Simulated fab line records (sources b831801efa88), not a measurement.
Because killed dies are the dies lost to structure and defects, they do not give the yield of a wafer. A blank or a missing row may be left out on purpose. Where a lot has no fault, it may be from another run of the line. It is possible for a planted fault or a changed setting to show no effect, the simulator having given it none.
Struck lot and sound lot, side by side    flow sfq line    42 out of 325 route steps
Sound: the wafers L212.2, L212.3, L212.5. Struck: wafer L215.6 (left out: L215.2, L215.5 of the same lot, which were not struck); the cause appears at the end.
Each step with rows lists, per side, the tool, then ch with its chambers, then its first start. Under that, the readings that differ: sound wafers    struck wafers    difference of the means    sigmas: that difference in standard deviations of wafers without a fault.
alike: readings with means less than 2 such deviations apart, plus words and numbers identical on both sides. not compared: withheld readings, readings lacking a value on some wafer, bounds such as >300 that could conceal the same value, and numbers that have no deviation in the record and whose values overlap.
The two part at a step that has a row with sigmas, a row that says differs or no value, or rows on one side only. Non-overlapping numbers with no deviation appear without sigmas and do not part them. A reading that every wafer of one side lacks parts them only if that side has two wafers or more.

first, 6 steps without rows for these wafers: SFQ_TRILAYER_I6_VIA_LITHO_COAT_174 (resist thk 62 nm); SFQ_TRILAYER_I6_VIA_LITHO_COAT_169 (resist thk 650 nm); SFQ_TRILAYER_I6_VIA_LITHO_SOFTBAKE_173; SFQ_TRILAYER_I6_VIA_LITHO_EXPOSE_170 (exposes mask I6, target cd 700 nm); SFQ_TRILAYER_I6_VIA_LITHO_PEB_172 (peb time 60 s); SFQ_TRILAYER_I6_VIA_LITHO_DEVELOP_171 (time 60 s).
SFQ_I6_OVL_MEAS_942:
  sound on overlay-01, day 79 12:29; struck on overlay-02, day 79 23:11
  alike: I6_OVL
then, 1 step without rows for these wafers: SFQ_TRILAYER_I6_VIA_BARC_OPEN_VIA_ETCH_235 (etches BARC in O2, target depth 125 nm, time 41.7 s).
SFQ_TRILAYER_I6_VIA_ETCH_VIA_ETCH_172: etches SiO2 in CHF3, stops on Nb, target depth 260 nm.
  sound on rie diel-03 ch 0,1,3, day 79 12:33; struck on rie diel-04 ch 0, day 79 23:15
  alike: drypump motor current A, oes product au
then, 3 steps without rows for these wafers: SFQ_TRILAYER_I6_VIA_STRIP_STRIP_173 (strips in O2); SFQ_TRILAYER_I6_VIA_STRIP_SOLV_CLEAN_174 (cleans in NMP, time 600 s); SFQ_TRILAYER_M7_DEP_PRE_CLEAN_176 (time 22.5 s).
SFQ_TRILAYER_M7_DEP_SPUTTER_175: material Nb, target thk 200 nm, time 133.3 s.
  sound on pvd sputter-03, day 79 13:28; struck on pvd sputter-03, day 80 00:11
reading                                              sound            struck  difference  sigmas
model.Nb_of_TRILAYER_M7_DEP_SPUTTER_175.thk nm (nm)  202 199.9 201.7  95.1    -106.1      
  alike: throttle valve pct
SFQ_M7_RS_MEAS_943: a four-point-probe measurement.
  sound on film metro-02, day 79 13:34; struck on film metro-01, day 80 00:18
reading            sound              struck  difference  sigmas
M7_NB_RS (ohm/sq)  0.880 0.890 0.884  1.897   +1.012      +99 or more
then, 6 steps without rows for these wafers: SFQ_TRILAYER_M7_LITHO_COAT_182 (resist thk 62 nm); SFQ_TRILAYER_M7_LITHO_COAT_177 (resist thk 600 nm); SFQ_TRILAYER_M7_LITHO_SOFTBAKE_181; SFQ_TRILAYER_M7_LITHO_EXPOSE_178 (exposes mask M7, target cd 500 nm); SFQ_TRILAYER_M7_LITHO_PEB_180 (peb time 60 s); SFQ_TRILAYER_M7_LITHO_DEVELOP_179 (time 60 s).
-- the record jumps here: 4 days lie between the struck wafers' starts before and after --
SFQ_M7_OVL_MEAS_945:
  sound on overlay-02, day 83 13:49; struck on overlay-01, day 84 01:25
  alike: M7_OVL
then, 1 step without rows for these wafers: SFQ_TRILAYER_M7_BARC_OPEN_METAL_ETCH_229 (etches BARC in O2, target depth 125 nm, time 41.7 s).
SFQ_TRILAYER_M7_ETCH_METAL_ETCH_180: etches Nb in Cl2/Ar, stops on SiO2, target depth 240 nm, time 120 s.
  sound on rie metal-02 ch 0, day 83 13:55; struck on rie metal-02 ch 1, day 84 01:31
reading                sound              struck  difference  sigmas
oes product au (a.u.)  0.899 0.890 0.905  0.634   -0.264      -34
  alike: drypump motor current A
  not compared: rf hours counter h
SFQ_TRILAYER_M7_STRIP_STRIP_181: strips in O2.
  sound on rie metal-02 ch 0, day 83 14:02; struck on rie metal-02 ch 1, day 84 01:38
  alike: drypump motor current A, oes product au
  not compared: rf hours counter h
then, 3 steps without rows for these wafers: SFQ_TRILAYER_M7_STRIP_SOLV_CLEAN_182 (cleans in NMP, time 600 s); SFQ_TRILAYER_I7_DEP_PECVD_183 (deposits SiO2 from SiH4/N2O, time 111.11 s, target thk 500 nm); SFQ_TRILAYER_I7_CMP_CMP_184 (polishes SiO2).
SFQ_I7_BOW_MEAS_946:
  sound on film metro-01, day 83 17:54; struck on film metro-02, day 84 05:31
  alike: I7_BOW
then, 7 steps without rows for these wafers: SFQ_TRILAYER_I7_METRO_MEASURE_185; SFQ_TRILAYER_I7_VIA_LITHO_COAT_192 (resist thk 62 nm); SFQ_TRILAYER_I7_VIA_LITHO_COAT_187 (resist thk 650 nm); SFQ_TRILAYER_I7_VIA_LITHO_SOFTBAKE_191; SFQ_TRILAYER_I7_VIA_LITHO_EXPOSE_188 (exposes mask I7, target cd 1000 nm); SFQ_TRILAYER_I7_VIA_LITHO_PEB_190 (peb time 60 s); SFQ_TRILAYER_I7_VIA_LITHO_DEVELOP_189 (time 60 s).
SFQ_I7_OVL_MEAS_947:
  sound on overlay-02, day 84 07:43; struck on overlay-02, day 84 19:31
  alike: I7_OVL
SFQ_TRILAYER_I7_VIA_BARC_OPEN_VIA_ETCH_260: etches BARC in O2, target depth 125 nm, time 41.7 s.
  sound on rie diel-03 ch 0,2, day 84 07:45; struck on rie diel-03 ch 1, day 84 19:32
  alike: drypump motor current A, oes product au
  not compared: rf hours counter h
SFQ_TRILAYER_I7_VIA_ETCH_VIA_ETCH_190: etches SiO2 in CHF3, stops on Nb, target depth 260 nm.
  sound on rie diel-03 ch 0,2, day 84 07:47; struck on rie diel-03 ch 1, day 84 19:35
  alike: drypump motor current A, oes product au
SFQ_TRILAYER_I7_VIA_STRIP_STRIP_191: strips in O2.
  sound on rie metal-01 ch 0, day 84 07:54; struck on rie metal-04 ch 0, day 84 19:42
  alike: drypump motor current A, oes product au
  not compared: rf hours counter h
then, 2 steps without rows for these wafers: SFQ_TRILAYER_I7_VIA_STRIP_SOLV_CLEAN_192 (cleans in NMP, time 600 s); SFQ_TRILAYER_M8_LITHO_LOR_COAT_197.
SFQ_M8_BOW_MEAS_951:
  sound on film metro-04, day 85 00:16; struck on film metro-04, day 85 09:52
reading                  sound                struck  difference  sigmas
model.etest.m7.ohm um    1.78 1.799 1.78      3.745   +1.959      
model.etest.i6.link ohm  1.864 1.876 1.864    2.968   +1.100      
model.etest.m7.ohm sq    0.8813 0.8907 0.883  1.872   +0.987      
model.etest.i7.link ohm  1.041 1.049 1.042    2.033   +0.989      
  alike: M8_BOW

== WHERE THEY PART ==
First at SFQ_M7_RS_MEAS_943; last, within this record, at SFQ_TRILAYER_M7_ETCH_METAL_ETCH_180. Later steps at which nothing parts them and some readings are alike: SFQ_TRILAYER_M7_STRIP_STRIP_181, SFQ_I7_BOW_MEAS_946, SFQ_I7_OVL_MEAS_947, SFQ_TRILAYER_I7_VIA_BARC_OPEN_VIA_ETCH_260, SFQ_TRILAYER_I7_VIA_ETCH_VIA_ETCH_190, SFQ_TRILAYER_I7_VIA_STRIP_STRIP_191, SFQ_M8_BOW_MEAS_951.

WHY: the cause the simulator had injected
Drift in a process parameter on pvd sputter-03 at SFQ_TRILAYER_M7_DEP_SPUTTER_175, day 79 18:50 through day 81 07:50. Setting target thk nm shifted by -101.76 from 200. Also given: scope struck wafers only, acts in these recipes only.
